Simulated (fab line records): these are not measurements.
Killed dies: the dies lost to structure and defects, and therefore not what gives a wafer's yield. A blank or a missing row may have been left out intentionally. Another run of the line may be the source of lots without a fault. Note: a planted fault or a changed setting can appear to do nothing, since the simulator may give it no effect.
One fault seen from 2 desks | flow sky130 | every desk sees just its own numbers, and what lay behind them comes last

FROM THE METROLOGY DESK
Means of the sampled wafers that have a number, per lot and without regard to the tool the lot ran on: this is what the gauges read. If a lot's mean is further than 4 standard deviations from the usual mean, the lot is out of limits and carries the mark OUT (the distance appears in the brackets).
Columns: A = VIA2_OVL at SKY_VIA2_OVL_MEAS_13, usual 1 nm; B = CAPM_CVD_00_THK at SKY_CAPM_THK_MEAS_01, usual 15.38 nm
lot  | first seen here | A  | B
L413 | day 36 07:16    | 2  | 15.36
L414 | day 37 01:07    | 6  | 15.53
L415 | day 37 05:11    | 3  | 15.41
L416 | day 37 18:47    | -1 | 15.62
L417 | day 38 00:57    | 7  | 15.54
L418 | day 38 06:29    | -6 | 15.51
L419 | day 38 13:33    | -5 | 15.23
L421 | day 39 00:45    | -6 | 15.34
L420 | day 39 01:59    | -8 | 15.44
L422 | day 39 12:14    | 1  | 15.47
L424 | day 39 22:23    | 0  | 15.26
L431 | day 42 02:41    | -1 | 15.44
L436 | day 43 17:27    | 8  | 15.23
Finding of this desk: none of the 13 lots has anything out of limits.

TOOL OWNER'S DESK, pvd sputter-04
At SKY_METAL3_SPUTTER_01 (material TiN, target thk 20 nm, time 16.7 s) the tool's own readings: per lot run on this tool, the mean of the sampled wafers that have a number. If a lot's mean is further than 4 standard deviations from the usual mean, the lot is out of limits and carries the mark OUT (the distance appears in the brackets).
Columns: A = chamber pressure pa at SKY_METAL3_SPUTTER_01, usual 0.4001 Pa; B = throttle valve pct at SKY_METAL3_SPUTTER_01, usual 30.2 %
lot  | first seen here | A                | B
L414 | day 37 03:00    | 0.4010           | 30.1
L415 | day 37 06:46    | 0.4008           | 29.9
L421 | day 39 02:11    | 0.3999           | 29.6
L420 | day 39 03:40    | 0.4007           | 29.9
L422 | day 39 13:40    | 0.3855 (-17) OUT | 30.9
L424 | day 39 23:49    | 0.3854 (-17) OUT | 30.9
Finding of this desk: L422, L424 out of limits; the first was L422 at day 39 13:40, on chamber pressure pa at SKY_METAL3_SPUTTER_01. L414, L415, L421, L420 stayed within limits.

TAKEN TOGETHER
At day 39 13:40, on L422, L424, the tool owner's desk was in a position to raise an alarm.
The metrology desk saw nothing out of limits.
The metrology desk has L422, L424 on record, within its limits.
Of the lots named, all ran SKY_METAL3_SPUTTER_01 on pvd sputter-04.

WHAT THE SIMULATOR HAD PUT IN
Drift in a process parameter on pvd sputter-04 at SKY_METAL3_SPUTTER_01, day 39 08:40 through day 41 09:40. From 0.4, the setting chamber pressure pa moved by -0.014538. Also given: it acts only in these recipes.
Shown lots that were struck: L422, L424.
Time in hours from fault onset to the first out-of-limits reading at each desk: the tool owner's desk, 5.
